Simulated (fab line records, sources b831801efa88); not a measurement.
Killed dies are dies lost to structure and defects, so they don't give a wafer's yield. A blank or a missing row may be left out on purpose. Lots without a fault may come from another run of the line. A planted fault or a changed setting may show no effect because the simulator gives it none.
Problem report in the 8D (eight disciplines) form, filled by code | flow gf180mcu | the parts of the form that need people (team, actions taken, sign-off) are left out

1. THE PROBLEM
HV_LDD_CVD_56_THK at GF_HV_LDD_THK_MEAS_57 reads a mean of 83.8 nm on 6 wafers of 2 lots; wafers without a fault read 90.1 nm with a standard deviation of 0.86. That is -7.3 standard deviations from the usual mean.
First seen on wafer L733.2, day 16 21:52, on film_metro-04. The record holds 39 wafers of 13 lots with a number at this step. Rule for "out", or "out of limits": more than 4 standard deviations from the usual mean. The other wafers with a number count as sound.

2. WHAT IT IS AND WHAT IT IS NOT
question                    | is                     | is not
which readings at this step | HV_LDD_CVD_56_THK      | -
which lots                  | L733, L735             | L722, L724, L725, L726, L730, L731, L732, L737, L741, L742, L743
which wafers of those lots  | all that have a number | -
read on which gauges        | film_metro-04          | film_metro-01, film_metro-03
when                        | from day 16 21:52      | up to then (21 sound wafers); but 12 sound wafers of L737, L741, L742, L743 came after

3. SUSPECTS, AND WHAT RULES EACH OUT
Counting: a tool at a process step up to the reading stays a suspect if it ran every lot that is out and no sound lot after the first of them.
- the gauge at GF_HV_LDD_THK_MEAS_57: kept. All the wafers that are out were read on film_metro-04, and no step on other tools shows them out.
- lpcvd-01 at GF_HV_LDD_CVD_56 (deposits Si3N4 from DCS/NH3, target thk 90 nm, time 1543 s): ruled out as a lasting fault. Sound lots L741 ran on it after its first lot that is out, L733 (day 16 20:25).
Left after counting: film_metro-04 at GF_HV_LDD_THK_MEAS_57.

4. THE CAUSE (what the simulator had put in)
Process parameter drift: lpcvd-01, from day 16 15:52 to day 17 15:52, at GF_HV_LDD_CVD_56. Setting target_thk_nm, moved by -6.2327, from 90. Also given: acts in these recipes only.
Counting ruled it out, wrongly: the rule takes a fault to strike every lot that its tool runs from its start on, and this one did not.

5. THE CHAIN OF EFFECTS, in route order
Each row: a reading whose mean over the struck wafers that have a number lies more than 3 standard deviations from the usual. Only readings for which the record gives a usual standard deviation are gone through. hours: the time from each lot's start at the first step in this table that gives one to its start at this step, as a median over the lots. sigmas: the change in usual standard deviations.
hours | step                  | reading           | usual      | on struck wafers | change | sigmas
0     | GF_HV_LDD_THK_MEAS_57 | HV_LDD_CVD_56_THK | 90.1 nm    | 83.8             | -6.3   | -7.3
0     | GF_HV_LDD_ETCHBACK_58 | oes_product_au    | 0.843 a.u. | 0.809            | -0.033 | -5.1
The process steps in it:
- GF_HV_LDD_ETCHBACK_58: etches Si3N4 in CH3F/O2, stops on SiO2, time 100 s, target depth 90 nm.

6. WHAT WOULD HAVE CAUGHT IT SOONER
In this record the first reading out of limits at a measuring or inspecting step was taken at day 16 21:52, 6 hours after the fault began at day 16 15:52.
